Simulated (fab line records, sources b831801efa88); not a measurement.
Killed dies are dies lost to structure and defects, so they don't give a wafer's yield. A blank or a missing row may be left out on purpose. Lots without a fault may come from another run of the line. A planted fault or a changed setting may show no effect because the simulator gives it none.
Which tool did it? | flow gf180mcu | 6 lots, 18 wafers sampled, at 4 steps of a route of 602

WHAT THE GAUGES READ, wafer by wafer
GF_M4_RS_MEAS_05: measures by four-point-probe.
lot  | measured     | on            | M4_ALCU_RS (ohm/sq)
L277 | day 23 14:29 | film_metro-03 | 0.0691 0.0696 0.0698
L283 | day 25 14:20 | film_metro-03 | 0.0479 0.0477 0.0695
L290 | day 27 23:23 | film_metro-03 | 0.0687 0.0690 0.0686
L291 | day 28 10:46 | film_metro-03 | 0.0706 0.0701 0.0700
L294 | day 29 00:11 | film_metro-04 | 0.0688 0.0687 0.0687
L296 | day 29 13:46 | film_metro-03 | 0.0706 0.0703 0.0709

WHICH TOOL RAN EACH LOT (tool, then ch and the chambers of the sampled wafers, then the start)
lot  | GF_M3_SPUTTER_01             | GF_M3_SPUTTER_02             | GF_M4_SPUTTER_02
L277 | pvd_sputter-03, day 21 14:26 | pvd_sputter-03, day 21 14:28 | pvd_sputter-02, day 23 14:22
L283 | pvd_sputter-04, day 23 16:37 | pvd_sputter-04, day 23 16:39 | pvd_sputter-03, day 25 14:15
L290 | pvd_sputter-03, day 26 03:34 | pvd_sputter-03, day 26 03:35 | pvd_sputter-02, day 27 23:18
L291 | pvd_sputter-02, day 26 15:09 | pvd_sputter-02, day 26 15:11 | pvd_sputter-01, day 28 10:40
L294 | pvd_sputter-02, day 27 05:13 | pvd_sputter-02, day 27 05:15 | pvd_sputter-03, day 29 00:05
L296 | pvd_sputter-04, day 27 19:16 | pvd_sputter-04, day 27 19:17 | pvd_sputter-03, day 29 13:38
- GF_M3_SPUTTER_01: material TiN, target thk 30 nm, time 25 s.
- GF_M3_SPUTTER_02: material AlCu, target thk 450 nm, time 23.9 s.
- GF_M4_SPUTTER_02: material AlCu, target thk 450 nm, time 23.9 s.

THE ANSWER, worked out from the rows above alone
Rule: what is usual is taken from the lots themselves. Put in order of their means at a reading, lots are off if they are a third of the lots or fewer, leave a main group of 4 or more, and stand apart from it by a gap of 3 or more times the standard deviation of the main group's means; of several such gaps the widest counts. A main group whose means are all the same, to the digits that the tables above print for the reading, isn't used. A lot without any number at a reading at which 4 lots or more have one is off too. The other lots that the step has rows for count as sound.
Off: L283, at GF_M4_RS_MEAS_05 (M4_ALCU_RS). The main group: mean 0.0696 ohm/sq, standard deviation 0.00076.
A tool fits if, at a process step before that reading, it ran every lot that is off, and no sound lot after the first of them. The gauges at GF_M4_RS_MEAS_05 are tried like those tools. None of those tried fits.

WHAT THE SIMULATOR HAD PUT IN
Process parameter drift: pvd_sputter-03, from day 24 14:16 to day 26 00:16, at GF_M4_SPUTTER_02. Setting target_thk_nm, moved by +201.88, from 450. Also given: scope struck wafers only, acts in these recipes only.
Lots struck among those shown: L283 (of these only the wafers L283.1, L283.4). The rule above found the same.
